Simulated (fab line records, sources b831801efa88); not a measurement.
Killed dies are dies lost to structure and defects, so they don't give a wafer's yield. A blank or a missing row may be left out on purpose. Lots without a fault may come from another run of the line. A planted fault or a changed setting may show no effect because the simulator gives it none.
One fault seen from 2 desks | flow sfq_line | each desk has only its own numbers; what lay behind them comes last

THE TOOL OWNER'S DESK: pvd_sputter-03
The tool's own readings at SFQ_TRILAYER_JJ_TRILAYER_DEP_SPUTTER_109 (material Nb, target thk 150 nm, time 100 s): means of the sampled wafers that have a number, for each lot that ran on this tool. A lot is out of limits, marked OUT, if its mean lies more than 4 standard deviations from the usual mean; the brackets give that distance.
Columns: A = base_pressure_pa at SFQ_TRILAYER_JJ_TRILAYER_DEP_SPUTTER_109, usual 1.34e-06 Pa; B = throttle_valve_pct at SFQ_TRILAYER_JJ_TRILAYER_DEP_SPUTTER_109, usual 30.2 %
lot  | first seen here | A        | B
L485 | day 45 02:04    | 1.37e-06 | 29.7
L487 | day 45 09:52    | 1.20e-06 | 29.2
L494 | day 48 18:19    | 1.40e-06 | 30.2
This desk's finding: nothing out of limits on any of the 3 lots.

THE METROLOGY DESK
What the gauges read, lot by lot, whatever tool the lot ran on: means of the sampled wafers that have a number. A lot is out of limits, marked OUT, if its mean lies more than 4 standard deviations from the usual mean; the brackets give that distance.
Columns: A = I4_OVL at SFQ_I4_OVL_MEAS_928, usual -1 nm; B = JJ_NB_RS at SFQ_JJ_RS_MEAS_929, usual 1.051 ohm/sq; C = J5_OVL at SFQ_JJ_OVL_MEAS_931, usual 2 nm; D = M5_OVL at SFQ_M5_OVL_MEAS_932, usual 1 nm; E = M8_BOW at SFQ_M8_BOW_MEAS_951, usual 12 um
lot  | first seen here | A  | B     | C | D  | E
L476 | day 41 21:30    | -2 | 1.047 | 9 | 1  | 21
L485 | day 45 01:05    | -1 | 1.056 | 7 | -1 | 12
L487 | day 45 08:16    | 1  | 1.035 | 1 | 5  | 25
L490 | day 46 12:02    | -6 | 1.060 | 4 | -5 | 13
L493 | day 48 11:19    | -2 | 1.037 | 0 | 2  | 19
L494 | day 48 17:19    | -5 | 1.065 | 4 | -7 | 13
This desk's finding: nothing out of limits on any of the 6 lots.

PUT TOGETHER
The tool owner's desk saw nothing out of limits.
The metrology desk saw nothing out of limits.

WHAT THE SIMULATOR HAD PUT IN
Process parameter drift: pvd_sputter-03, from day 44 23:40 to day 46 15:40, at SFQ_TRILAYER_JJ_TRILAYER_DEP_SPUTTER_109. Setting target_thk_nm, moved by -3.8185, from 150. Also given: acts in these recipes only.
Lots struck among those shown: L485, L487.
